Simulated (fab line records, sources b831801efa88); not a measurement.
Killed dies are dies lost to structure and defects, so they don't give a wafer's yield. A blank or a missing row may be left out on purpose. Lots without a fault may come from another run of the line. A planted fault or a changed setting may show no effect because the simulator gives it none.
Problem report in the 8D (eight disciplines) form, filled by code | flow sky130 | the parts of the form that need people (team, actions taken, sign-off) are left out

1. THE PROBLEM
SD_N_RS at SKY_SD_N_RS_MEAS_16 reads a mean of 73.80 ohm/sq on 6 wafers of 2 lots; wafers without a fault read 68.63 ohm/sq with a standard deviation of 0.12. That is +43 standard deviations from the usual mean.
The step: measures by four-point-probe.
First seen on wafer L619.3, day 34 14:05, on film_metro-04. The record holds 33 wafers of 11 lots with a number at this step. Rule for "out", or "out of limits": more than 4 standard deviations from the usual mean. The other wafers with a number count as sound.

2. WHAT IT IS AND WHAT IT IS NOT
question                    | is                           | is not
which readings at this step | SD_N_RS                      | -
which lots                  | L619, L620                   | L601, L602, L605, L608, L609, L618, L622, L623, L624
which wafers of those lots  | all that have a number       | -
read on which gauges        | film_metro-01, film_metro-04 | film_metro-03
when                        | from day 34 14:05            | up to then (18 sound wafers); but 9 sound wafers of L622, L623, L624 came after

3. SUSPECTS, AND WHAT RULES EACH OUT
Counting: a tool at a process step up to the reading stays a suspect if it ran every lot that is out and no sound lot after the first of them.
- the gauge at SKY_SD_N_RS_MEAS_16: ruled out. The wafers that are out were read on 2 gauges (film_metro-01, film_metro-04).
- plasma_asher-04 at SKY_LDD_HVP_STRIP_09 (strips in O2/N2): kept. It ran every lot that is out, first L619 (day 28 13:11), and no sound lot after that; its last sound lot up to then is L609 (day 25 09:21).
- implanter-02 at SKY_SD_N_IMPLANT_09: kept. It ran every lot that is out, first L619 (day 34 13:25), and no sound lot after that; its last sound lot up to then is L608 (day 31 06:01). Its own readings are out on those wafers: beam_on_s, dose_ions_cm2.
Left after counting: plasma_asher-04 at SKY_LDD_HVP_STRIP_09, implanter-02 at SKY_SD_N_IMPLANT_09.

4. THE CAUSE (what the simulator had put in)
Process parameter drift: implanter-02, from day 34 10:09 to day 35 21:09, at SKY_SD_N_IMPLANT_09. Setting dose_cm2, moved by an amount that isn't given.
Counting left 2 suspects, and this tool is among them.

5. THE CHAIN OF EFFECTS, in route order
Each row: a reading whose mean over the struck wafers that have a number lies more than 3 standard deviations from the usual. Only readings for which the record gives a usual standard deviation are gone through. hours: the time from each lot's start at the first step in this table that gives one to its start at this step, as a median over the lots. sigmas: the change in usual standard deviations.
hours | step                | reading                  | usual        | on struck wafers | change     | sigmas
0     | SKY_SD_N_IMPLANT_09 | beam_on_s                | 19.1 s       | 12.5             | -6.6       | -7.4
0     | SKY_SD_N_IMPLANT_09 | dose_ions_cm2            | 4.002e+15    | 2.507e+15        | -1.495e+15 | -99 or more
0     | SKY_SD_N_STRIP_11   | oes_product_au           | 0.528 a.u.   | 0.552            | +0.024     | +5.2
0     | SKY_SD_N_STRIP_11   | strip_time_to_endpoint_s | 22.56 s      | 20.91            | -1.65      | -39
1     | SKY_SD_N_RS_MEAS_16 | SD_N_RS                  | 68.63 ohm/sq | 73.80            | +5.17      | +43
The process steps in it:
- SKY_SD_N_IMPLANT_09
- SKY_SD_N_STRIP_11: strips in O2/N2.

6. WHAT WOULD HAVE CAUGHT IT SOONER
In this record the first reading out of limits at a measuring or inspecting step was taken at day 34 14:05, 4 hours after the fault began at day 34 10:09.
The tool's own readings at SKY_SD_N_IMPLANT_09 were out on every struck wafer that the step has a row for (beam_on_s, dose_ions_cm2): an alarm limit on them would have fired on the first of those.
Of the lots that are out (2), L620 began SKY_SD_N_IMPLANT_09 on implanter-02 after day 34 14:05. A hold on the tool at that time would have spared it.
